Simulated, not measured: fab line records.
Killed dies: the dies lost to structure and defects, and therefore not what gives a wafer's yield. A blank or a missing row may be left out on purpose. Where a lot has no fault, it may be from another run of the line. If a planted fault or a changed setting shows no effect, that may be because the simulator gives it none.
Which tool is to blame? :: flow gf180mcu :: 39 wafers from 13 lots sampled at 4 of the route's 602 steps

## WHAT EACH GAUGE READ, for each wafer
GF_PASSIVATION_THK_MEAS_03. Usual: PASSIVATION_CVD_02_THK gives 702 nm (standard deviation 9.3).
lot: L331
measured: day 28 00:59
on: film-metro-04
PASSIVATION_CVD_02_THK (nm): 693 711 702
flag: 

lot: L332
measured: day 28 05:23
on: film-metro-01
PASSIVATION_CVD_02_THK (nm): 696 711 699
flag: 

lot: L333
measured: day 28 14:35
on: film-metro-01
PASSIVATION_CVD_02_THK (nm): 673 712 711
flag: 

lot: L334
measured: day 29 05:53
on: film-metro-04
PASSIVATION_CVD_02_THK (nm): 696 705 712
flag: 

lot: L335
measured: day 29 11:53
on: film-metro-04
PASSIVATION_CVD_02_THK (nm): 695 692 703
flag: 

lot: L338
measured: day 30 06:58
on: film-metro-04
PASSIVATION_CVD_02_THK (nm): 701 695 713
flag: 

lot: L345
measured: day 32 04:40
on: film-metro-02
PASSIVATION_CVD_02_THK (nm): 701 698 700
flag: 

lot: L349
measured: day 33 01:46
on: film-metro-01
PASSIVATION_CVD_02_THK (nm): 703 694 697
flag: 

lot: L350
measured: day 33 09:51
on: film-metro-01
PASSIVATION_CVD_02_THK (nm): 689 696 703
flag: 

lot: L351
measured: day 33 19:25
on: film-metro-01
PASSIVATION_CVD_02_THK (nm): 699 703 704
flag: 

lot: L352
measured: day 33 20:43
on: film-metro-02
PASSIVATION_CVD_02_THK (nm): 699 716 714
flag: 

lot: L353
measured: day 34 03:54
on: film-metro-01
PASSIVATION_CVD_02_THK (nm): 708 702 715
flag: 

lot: L354
measured: day 34 04:19
on: film-metro-02
PASSIVATION_CVD_02_THK (nm): 686 700 693
flag: 

## WHICH TOOL RAN EACH LOT (tool, then ch and the chambers of the sampled wafers, then the start)
lot: L331
GF_M4_SPUTTER_02: pvd-sputter-04, day 22 08:45
GF_V5_CMP_26: cmp-02 ch 1,2, day 27 03:41
GF_TOP_METAL_SPUTTER_04: pvd-sputter-03, day 27 04:10

lot: L332
GF_M4_SPUTTER_02: pvd-sputter-04, day 22 14:11
GF_V5_CMP_26: cmp-01 ch 0,1,2, day 27 07:31
GF_TOP_METAL_SPUTTER_04: pvd-sputter-02, day 27 07:57

lot: L333
GF_M4_SPUTTER_02: pvd-sputter-03, day 23 01:54
GF_V5_CMP_26: cmp-02 ch 1,2,3, day 27 17:10
GF_TOP_METAL_SPUTTER_04: pvd-sputter-03, day 27 17:34

lot: L334
GF_M4_SPUTTER_02: pvd-sputter-04, day 23 17:10
GF_V5_CMP_26: cmp-02 ch 0,2,3, day 28 08:25
GF_TOP_METAL_SPUTTER_04: pvd-sputter-04, day 28 08:52

lot: L335
GF_M4_SPUTTER_02: pvd-sputter-03, day 23 22:40
GF_V5_CMP_26: cmp-02 ch 0,2,3, day 28 15:32
GF_TOP_METAL_SPUTTER_04: pvd-sputter-02, day 28 16:01

lot: L338
GF_M4_SPUTTER_02: pvd-sputter-03, day 24 20:39
GF_V5_CMP_26: cmp-02 ch 1,2, day 29 10:47
GF_TOP_METAL_SPUTTER_04: pvd-sputter-04, day 29 11:14

lot: L345
GF_M4_SPUTTER_02: pvd-sputter-04, day 27 02:48
GF_V5_CMP_26: cmp-01 ch 0,1, day 31 10:34
GF_TOP_METAL_SPUTTER_04: pvd-sputter-03, day 31 11:01

lot: L349
GF_M4_SPUTTER_02: pvd-sputter-02, day 28 06:06
GF_V5_CMP_26: cmp-01 ch 0,1, day 32 07:57
GF_TOP_METAL_SPUTTER_04: pvd-sputter-04, day 32 08:27

lot: L350
GF_M4_SPUTTER_02: pvd-sputter-03, day 28 17:20
GF_V5_CMP_26: cmp-02 ch 1,3, day 32 16:43
GF_TOP_METAL_SPUTTER_04: pvd-sputter-02, day 32 17:10

lot: L351
GF_M4_SPUTTER_02: pvd-sputter-02, day 29 03:59
GF_V5_CMP_26: cmp-01 ch 1,2,3, day 33 01:48
GF_TOP_METAL_SPUTTER_04: pvd-sputter-04, day 33 02:15

lot: L352
GF_M4_SPUTTER_02: pvd-sputter-04, day 29 05:15
GF_V5_CMP_26: cmp-01 ch 0,1, day 33 04:04
GF_TOP_METAL_SPUTTER_04: pvd-sputter-03, day 33 04:31

lot: L353
GF_M4_SPUTTER_02: pvd-sputter-03, day 29 14:36
GF_V5_CMP_26: cmp-02 ch 1,2,3, day 33 11:01
GF_TOP_METAL_SPUTTER_04: pvd-sputter-02, day 33 11:28

lot: L354
GF_M4_SPUTTER_02: pvd-sputter-04, day 29 15:38
GF_V5_CMP_26: cmp-01 ch 1,2,3, day 33 11:55
GF_TOP_METAL_SPUTTER_04: pvd-sputter-03, day 33 12:18
- GF_M4_SPUTTER_02: material AlCu, target thk 450 nm, time 23.9 s.
- GF_V5_CMP_26: polishes, stops on SiO2, t overpolish 15 s, target thk 0 nm.
- GF_TOP_METAL_SPUTTER_04: material TiN, target thk 25 nm, time 20.8 s.

## AS READ BY THE TOOLS THEMSELVES (means over the sampled wafers that have a number; for cases with no such wafer, the mark the record gives instead)
GF_M4_SPUTTER_02. Usual: 30.1 % for throttle-valve-pct, sd 1.1.
lot: L331
tool: pvd-sputter-04
throttle-valve-pct (%): 29.4
flag: 

lot: L332
tool: pvd-sputter-04
throttle-valve-pct (%): 30.3
flag: 

lot: L333
tool: pvd-sputter-03
throttle-valve-pct (%): 30.2
flag: 

lot: L334
tool: pvd-sputter-04
throttle-valve-pct (%): 29.7
flag: 

lot: L335
tool: pvd-sputter-03
throttle-valve-pct (%): 29.6
flag: 

lot: L338
tool: pvd-sputter-03
throttle-valve-pct (%): 29.7
flag: 

lot: L345
tool: pvd-sputter-04
throttle-valve-pct (%): 30.5
flag: 

lot: L349
tool: pvd-sputter-02
throttle-valve-pct (%): 29.9
flag: 

lot: L350
tool: pvd-sputter-03
throttle-valve-pct (%): 30.4
flag: 

lot: L351
tool: pvd-sputter-02
throttle-valve-pct (%): 30.2
flag: 

lot: L352
tool: pvd-sputter-04
throttle-valve-pct (%): 30.4
flag: 

lot: L353
tool: pvd-sputter-03
throttle-valve-pct (%): 31.3
flag: 

lot: L354
tool: pvd-sputter-04
throttle-valve-pct (%): 30.4
flag: 

GF_V5_CMP_26. Usual: motor-current-A 11.1 A, standard deviation 1; overpolish-run-s 15.000 s, standard deviation 0.0093; retaining-ring-pressure-frac 0.999, standard deviation 0.0049; time-to-endpoint-s 83 s, standard deviation 3.3.
lot: L331
tool: cmp-02
motor-current-A (A): 10.9
overpolish-run-s (s): 14.998
retaining-ring-pressure-frac: 1.003
time-to-endpoint-s (s): 80
flag: 

lot: L332
tool: cmp-01
motor-current-A (A): 11.1
overpolish-run-s (s): 15.001
retaining-ring-pressure-frac: 1.002
time-to-endpoint-s (s): 83
flag: 

lot: L333
tool: cmp-02
motor-current-A (A): 11.3
overpolish-run-s (s): 15.000
retaining-ring-pressure-frac: 1.000
time-to-endpoint-s (s): 81
flag: 

lot: L334
tool: cmp-02
motor-current-A (A): 11.3
overpolish-run-s (s): 14.990
retaining-ring-pressure-frac: 0.997
time-to-endpoint-s (s): 86
flag: 

lot: L335
tool: cmp-02
motor-current-A (A): 11.3
overpolish-run-s (s): 15.000
retaining-ring-pressure-frac: 0.994
time-to-endpoint-s (s): 85
flag: 

lot: L338
tool: cmp-02
motor-current-A (A): 11.6
overpolish-run-s (s): 15.005
retaining-ring-pressure-frac: 0.999
time-to-endpoint-s (s): 83
flag: 

lot: L345
tool: cmp-01
motor-current-A (A): 10.2
overpolish-run-s (s): 15.000
retaining-ring-pressure-frac: 0.997
time-to-endpoint-s (s): 87
flag: 

lot: L349
tool: cmp-01
motor-current-A (A): 10.2
overpolish-run-s (s): 15.004
retaining-ring-pressure-frac: 1.003
time-to-endpoint-s (s): 88
flag: 

lot: L350
tool: cmp-02
motor-current-A (A): 11.0
overpolish-run-s (s): 14.994
retaining-ring-pressure-frac: 0.997
time-to-endpoint-s (s): 83
flag: 

lot: L351
tool: cmp-01
motor-current-A (A): 10.9
overpolish-run-s (s): 15.002
retaining-ring-pressure-frac: 0.997
time-to-endpoint-s (s): 83
flag: 

lot: L352
tool: cmp-01
motor-current-A (A): 10.3
overpolish-run-s (s): 15.008
retaining-ring-pressure-frac: 1.001
time-to-endpoint-s (s): 89
flag: 

lot: L353
tool: cmp-02
motor-current-A (A): 11.1
overpolish-run-s (s): 15.001
retaining-ring-pressure-frac: 1.000
time-to-endpoint-s (s): 80
flag: 

lot: L354
tool: cmp-01
motor-current-A (A): 11.1
overpolish-run-s (s): 15.000
retaining-ring-pressure-frac: 1.004
time-to-endpoint-s (s): 84
flag: 

GF_TOP_METAL_SPUTTER_04. Usual: 30.1 % for throttle-valve-pct, sd 1.1.
lot: L331
tool: pvd-sputter-03
throttle-valve-pct (%): 31.4
flag: 

lot: L332
tool: pvd-sputter-02
throttle-valve-pct (%): 30.2
flag: 

lot: L333
tool: pvd-sputter-03
throttle-valve-pct (%): 30.4
flag: 

lot: L334
tool: pvd-sputter-04
throttle-valve-pct (%): 30.4
flag: 

lot: L335
tool: pvd-sputter-02
throttle-valve-pct (%): 30.4
flag: 

lot: L338
tool: pvd-sputter-04
throttle-valve-pct (%): 30.6
flag: 

lot: L345
tool: pvd-sputter-03
throttle-valve-pct (%): 29.8
flag: 

lot: L349
tool: pvd-sputter-04
throttle-valve-pct (%): 29.9
flag: 

lot: L350
tool: pvd-sputter-02
throttle-valve-pct (%): 29.8
flag: 

lot: L351
tool: pvd-sputter-04
throttle-valve-pct (%): 30.8
flag: 

lot: L352
tool: pvd-sputter-03
throttle-valve-pct (%): 29.7
flag: 

lot: L353
tool: pvd-sputter-02
throttle-valve-pct (%): 30.0
flag: 

lot: L354
tool: pvd-sputter-03
throttle-valve-pct (%): 29.1
flag: 

## THE ANSWER, worked out from the rows above alone
Rule: a lot is off if the mean of its wafers that have a number lies more than 3 standard deviations from the usual mean. A lot without any number at a reading at which 4 lots or more have one is off too. The other lots that the step has rows for count as sound. First the gauges in route order, then the tools' own readings, where a lot's mean is used as printed above. The first step at which some lot is off is used, and at that step the reading that is off furthest; a lot without a number counts as furthest.
None of the lots is off at any reading shown; this tells nothing.

## WHAT HAD BEEN PUT IN BY THE SIMULATOR
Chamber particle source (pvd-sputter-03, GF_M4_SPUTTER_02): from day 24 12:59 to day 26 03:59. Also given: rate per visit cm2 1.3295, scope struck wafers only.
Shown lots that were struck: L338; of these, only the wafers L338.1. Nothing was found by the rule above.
